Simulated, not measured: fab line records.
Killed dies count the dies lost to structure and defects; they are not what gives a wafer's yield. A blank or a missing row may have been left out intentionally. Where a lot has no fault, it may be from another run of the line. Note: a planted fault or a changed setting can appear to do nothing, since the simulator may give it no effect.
Chamber matching	flow gf180mcu	4 sister chambers for GF_V2_CMP_04 on cmp-01
The step polishes SiO2. 8 wafers are shown with their chamber, then 12 later ones without.

WAFERS WITH THEIR CHAMBER
wafer	chamber	motorCurrentA (A)	timeToEndpointS (s)
L081.2	1	11.3	66
L082.1	1	11.3	83
L084.1	2	10.9	71
L084.2	3	11.5	70
L084.5	2	11.1	72
L087.2	0	11.4	76
L087.5	0	11.8	82
L087.6	3	11.9	77

WAFERS MISSING THEIR CHAMBER
wafer	motorCurrentA (A)	timeToEndpointS (s)
L093.3	11.3	67
L093.4	11.8	79
L093.5	10.9	81
L094.2	12.0	90
L094.3	11.3	85
L094.5	12.1	86
L095.1	12.3	77
L095.3	11.3	72
L095.6	11.2	74
L096.2	11.0	82
L096.3	11.7	70
L096.5	11.7	72

WHICH CHAMBER EACH ONE RAN IN
wafer	from the rows above	in truth
L093.3	can't be placed: 1 or 2 or 3 or 0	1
L093.4	can't be placed: 3 or 0 or 1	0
L093.5	can't be placed: 2 or 1 or 0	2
L094.2	can't be placed: 0 or 3 or 1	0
L094.3	can't be placed: 1 or 0 or 2 or 3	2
L094.5	can't be placed: 0 or 3 or 1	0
L095.1	can't be placed: 3 or 0 or 1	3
L095.3	can't be placed: 1 or 2 or 0 or 3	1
L095.6	can't be placed: 1 or 2 or 0 or 3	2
L096.2	can't be placed: 2 or 1 or 0 or 3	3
L096.3	can't be placed: 3 or 0 or 1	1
L096.5	can't be placed: 3 or 0 or 1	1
Correct placement for 0 of the 12. Can't be placed from these rows: 12 (the true chamber is among the candidates in 12). Number placed wrongly: 0.
How it was worked out, from the rows above alone: a wafer's distance from a chamber is the root of the sum, over the readings, of the square of ((its reading less the chamber's mean) divided by the reading's scatter). The wafer belongs to the nearest chamber; if the next one is less than 2 further off, it can't be placed. A chamber's mean is the mean of its shown wafers. The scatter: the root of (the sum of the squares of (reading less its chamber's mean) over the shown wafers, divided by (wafers less chambers)).
